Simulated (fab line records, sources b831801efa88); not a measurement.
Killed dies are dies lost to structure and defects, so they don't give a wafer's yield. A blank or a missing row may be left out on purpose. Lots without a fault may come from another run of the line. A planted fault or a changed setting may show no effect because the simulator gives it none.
One fault seen from 2 desks | flow gf180mcu | each desk has only its own numbers; what lay behind them comes last

THE METROLOGY DESK
What the gauges read, lot by lot, whatever tool the lot ran on: means of the sampled wafers that have a number. A lot is out of limits, marked OUT, if its mean lies more than 4 standard deviations from the usual mean; the brackets give that distance.
Columns: A = M4_OVL at GF_M4_OVL_MEAS_15, usual 1 nm
lot  | first seen here | A
L231 | day 23 16:37    | 5
L232 | day 24 10:07    | 6
L233 | day 24 14:43    | -0
L235 | day 25 16:11    | 3
L236 | day 26 02:14    | 4
L237 | day 26 18:50    | 7
L241 | day 27 19:15    | 2
L243 | day 28 14:47    | 6
L246 | day 29 03:32    | -6
L247 | day 29 03:57    | 5
L249 | day 29 17:50    | 8
L250 | day 29 22:19    | 4
L251 | day 30 03:40    | -9
This desk's finding: nothing out of limits on any of the 13 lots.

THE TOOL OWNER'S DESK: pvd_sputter-02
The tool's own readings at GF_V4_SPUTTER_22 (material TiN, target thk 10 nm, time 40 s): means of the sampled wafers that have a number, for each lot that ran on this tool. A lot is out of limits, marked OUT, if its mean lies more than 4 standard deviations from the usual mean; the brackets give that distance.
Columns: A = cathode_dc_power_W at GF_V4_SPUTTER_22, usual 4000.0 W; B = chamber_pressure_pa at GF_V4_SPUTTER_22, usual 5.001 Pa; C = throttle_valve_pct at GF_V4_SPUTTER_22, usual 29.8 %
lot  | first seen here | A      | B               | C
L232 | day 25 09:32    | 4000.2 | 5.007           | 30.3
L237 | day 27 18:37    | 4000.5 | 5.009           | 30.4
L241 | day 28 17:36    | 4000.3 | 5.244 (+24) OUT | 29.8
L243 | day 29 11:47    | 3999.0 | 5.226 (+22) OUT | 29.7
This desk's finding: out of limits on L241, L243; first on L241, day 28 17:36 (chamber_pressure_pa at GF_V4_SPUTTER_22). In limits: L232, L237.

PUT TOGETHER
The tool owner's desk could have raised an alarm at day 28 17:36, on L241, L243.
The metrology desk saw nothing out of limits.
The metrology desk has L241, L243 on record, within its limits.
Of the lots named, all ran GF_V4_SPUTTER_22 on pvd_sputter-02.

WHAT THE SIMULATOR HAD PUT IN
Process parameter drift: pvd_sputter-02, from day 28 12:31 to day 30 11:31, at GF_V4_SPUTTER_22. Setting chamber_pressure_pa, moved by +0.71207, from 5. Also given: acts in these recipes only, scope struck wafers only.
Lots struck among those shown: L241, L243.
Hours from the fault's start to each desk's first reading out of limits: the tool owner's desk, 5.
